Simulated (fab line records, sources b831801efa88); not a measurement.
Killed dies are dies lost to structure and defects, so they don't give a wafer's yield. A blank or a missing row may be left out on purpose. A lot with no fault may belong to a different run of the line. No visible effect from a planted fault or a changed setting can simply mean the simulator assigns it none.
2 desks looking at one fault	flow gf180mcu	what lay behind the numbers comes last; until then each desk has only its own

AT THE METROLOGY DESK
What the gauges read, lot by lot, whatever tool the lot ran on: means of the sampled wafers that have a number. Any lot whose mean is over 4 standard deviations away from the usual mean is out of limits and marked OUT; that distance is given in the brackets.
Columns: A = V4_BOW at GF_V4_BOW_MEAS_05, usual 134 um; B = V5_W_RS at GF_V5_RS_MEAS_24, usual 0.329 ohm/sq; C = V5_W_THK at GF_V5_THK_MEAS_25, usual 369 nm
lot	first seen here	A	B	C
L337	day 24 16:55	138	0.331	371
L338	day 24 18:54	125	0.334	367
L339	day 25 04:52	132	0.324	381
L343	day 26 22:13	131	0.280 (-9.2) OUT	369
L345	day 27 06:29	123	0.239 (-17) OUT	375
L348	day 27 23:29	135	0.332	364
L356	day 30 10:08	139	0.331	367
L357	day 30 21:28	129	0.330	370
L358	day 31 00:00	141	0.331	365
L359	day 31 06:08	139	0.329	366
This desk finds L343, L345 out of limits, with the earliest case on L343 at day 30 10:29 (V5_W_RS at GF_V5_RS_MEAS_24). L337, L338, L339, L348, L356, L357, L358, L359 stayed within limits.

TOOL OWNER'S DESK, cvd_w-01
The tool's own readings at GF_V5_CVD_23 (deposits W, target thk 350 nm, time 104.9 s): means of the sampled wafers that have a number, for each lot that ran on this tool. Any lot whose mean is over 4 standard deviations away from the usual mean is out of limits and marked OUT; that distance is given in the brackets.
Columns: A = heater_power_w at GF_V5_CVD_23, usual 819 W; B = susceptor_temp_C at GF_V5_CVD_23, usual 399.97 C
lot	first seen here	A	B
L339	day 28 21:09	974	400.26
L343	day 30 10:23	801	399.96
L345	day 30 18:41	804	399.72
L356	day 33 12:52	889	399.85
L358	day 34 01:22	892	400.09
L359	day 34 05:46	894	399.92
This desk's finding: nothing out of limits on any of the 6 lots.

ALL TOGETHER
An alarm was possible from the metrology desk at day 30 10:29, on L343, L345.
The desk of the tool owner found nothing out of limits.
Tool owner's desk: L343, L345 on record, inside its limits.
The lots listed all ran GF_V5_CVD_23 on cvd_w-01.

WHAT THE SIMULATOR PUT IN
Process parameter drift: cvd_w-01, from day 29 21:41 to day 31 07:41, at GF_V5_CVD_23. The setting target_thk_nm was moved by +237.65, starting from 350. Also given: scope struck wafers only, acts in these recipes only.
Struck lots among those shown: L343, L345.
Delay in hours, fault start to first out-of-limits reading, per desk: metrology desk 13.
